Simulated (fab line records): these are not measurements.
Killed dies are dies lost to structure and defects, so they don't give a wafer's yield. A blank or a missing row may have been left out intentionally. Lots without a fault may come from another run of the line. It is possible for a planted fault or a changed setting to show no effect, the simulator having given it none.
Problem report in the 8D (eight disciplines) form, filled by code	flow sky130	the parts of the form that need people (team, actions taken, sign-off) are left out

1. THE PROBLEM
Mean VIA1_HDPCVD_THK at SKY_VIA1_THK_MEAS_01: 903 nm over 2 wafers in 2 lots; fault-free wafers: 1031 nm, standard deviation 10. That is -13 standard deviations from the usual mean.
Earliest sighting: wafer L220.3 on film_metro-04 at day 36 17:01. The record holds 40 wafers of 14 lots with a number at this step. The rule behind "out" and "out of limits": a value lying over 4 standard deviations away from the usual mean. The rest of the wafers with a number are treated as sound.

2. WHAT IT IS; WHAT IT IS NOT
question	is	is not
which readings at this step	VIA1_HDPCVD_THK	-
which lots	L220, L222	L212, L213, L214, L215, L217, L223, L226, L227, L228, L229, L230, L233
which wafers of those lots	L220.3, L222.4	L220.2, L220.6, L222.3, L222.5
read on which gauges	film_metro-02, film_metro-04	film_metro-03
when	from day 36 17:01	up to then (17 sound wafers); but 21 sound wafers of L222, L223, L226, L227, L228, L229, L230, L233 came after

3. THE SUSPECTS, EACH WITH WHAT RULES IT OUT
Counting: if a tool at a process step up to the reading ran every lot that is out, it stays a suspect. Sound lots after the first of them don't rule it out here, since some wafers of a struck lot are sound.
- the gauge at SKY_VIA1_THK_MEAS_01 has been ruled out. 2 gauges (film_metro-02, film_metro-04) read the wafers that are out.
- hdpcvd-02 at SKY_VIA1_HDPCVD_00 (deposits SiO2, target thk 1030 nm, time 171.7 s): kept. Every lot that is out went through it, the first being L220 (day 36 16:54); the last sound lot it ran before that was L215 (day 35 13:19).
Left after counting: hdpcvd-02 at SKY_VIA1_HDPCVD_00.

4. THE CAUSE (what the simulator had put in)
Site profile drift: hdpcvd-02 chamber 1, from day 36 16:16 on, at SKY_VIA1_HDPCVD_00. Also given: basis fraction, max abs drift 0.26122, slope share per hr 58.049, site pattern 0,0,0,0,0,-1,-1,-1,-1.
After counting, this tool was the only one left.

5. SEQUENCE OF EFFECTS, ordered by route
Each row: a reading whose mean over the struck wafers that have a number lies more than 3 standard deviations from the usual. Scope: only readings with a usual standard deviation given in the record; hours: median across lots of the time from each lot's start at the first step in this table that gives one to its start at this step; sigmas: change in usual standard deviations.
hours	step	reading	usual	on struck wafers	change	sigmas
0	SKY_VIA1_THK_MEAS_01	VIA1_HDPCVD_THK	1031 nm	903	-128	-13
26	SKY_VIA1_ETCH_15	oes_product_au	0.982 a.u.	0.767	-0.215	-38
Process steps it contains:
- SKY_VIA1_ETCH_15: etches SiO2 in C4F8/O2/Ar, stops on TiN, target depth 351 nm, time 54 s.
Later measuring or inspecting steps at which every struck wafer that the step has a row for has a number for every such reading, and none has moved that far: SKY_VIA1_CD_MEAS_12, SKY_VIA1_OVL_MEAS_13.

6. HOW IT WOULD HAVE BEEN CAUGHT EARLIER
In this record the first reading out of limits at a measuring or inspecting step was taken at day 36 17:01, 1 hour after the fault began at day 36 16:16.
Of the lots that are out (2), L222 began SKY_VIA1_HDPCVD_00 on hdpcvd-02 after day 36 17:01. It would have been spared by a hold on the tool at that moment.
